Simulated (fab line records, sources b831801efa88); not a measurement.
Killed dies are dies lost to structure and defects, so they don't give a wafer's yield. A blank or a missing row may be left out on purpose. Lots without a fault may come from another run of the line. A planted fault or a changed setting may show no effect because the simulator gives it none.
Problem report in the 8D (eight disciplines) form, filled by code | flow sky130 | the parts of the form that need people (team, actions taken, sign-off) are left out

1. THE PROBLEM
beam_on_s at SKY_LDD_N_IMPLANT_11 reads a mean of 11.70 s on 6 wafers of 2 lots; wafers without a fault read 10.01 s with a standard deviation of 0.2. That is +8.5 standard deviations from the usual mean.
First seen on wafer L317.2, day 20 09:02, on implanter-01. The record holds 18 wafers of 6 lots with a number at this step. Rule for "out", or "out of limits": more than 4 standard deviations from the usual mean. The other wafers with a number count as sound.

2. WHAT IT IS AND WHAT IT IS NOT
question                    | is                            | is not
which readings at this step | beam_on_s, faraday_current_uA | -
which lots                  | L317, L320                    | L323, L330, L331, L333
which wafers of those lots  | all that have a number        | -
read on which tools         | implanter-01                  | implanter-02, implanter-04
when                        | from day 20 09:02             | up to then (0 sound wafers); but 12 sound wafers of L323, L330, L331, L333 came after

3. SUSPECTS, AND WHAT RULES EACH OUT
Counting: a tool at a process step up to the reading stays a suspect if it ran every lot that is out and no sound lot after the first of them.
- implanter-01 at SKY_LDD_N_IMPLANT_11: ruled out as a lasting fault. Sound lots L330 ran on it after its first lot that is out, L317 (day 20 09:02).
Left after counting: nothing in the record.

4. THE CAUSE (what the simulator had put in)
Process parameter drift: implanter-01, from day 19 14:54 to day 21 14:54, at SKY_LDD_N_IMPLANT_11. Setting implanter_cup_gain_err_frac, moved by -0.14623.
Counting ruled it out, wrongly.

5. THE CHAIN OF EFFECTS, in route order
Each row: a reading whose mean over the struck wafers that have a number lies more than 3 standard deviations from the usual. Only readings for which the record gives a usual standard deviation are gone through. hours: the time from each lot's start at the first step in this table that gives one to its start at this step, as a median over the lots. sigmas: the change in usual standard deviations.
hours | step                 | reading            | usual   | on struck wafers | change | sigmas
0     | SKY_LDD_N_IMPLANT_11 | beam_on_s          | 10.01 s | 11.70            | +1.69  | +8.5
0     | SKY_LDD_N_IMPLANT_11 | faraday_current_uA | 423     | 361              | -62    | -7.5
The process steps in it:
- SKY_LDD_N_IMPLANT_11

6. WHAT WOULD HAVE CAUGHT IT SOONER
In this record the first reading out of limits was taken at day 20 09:02, 18 hours after the fault began at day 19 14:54.
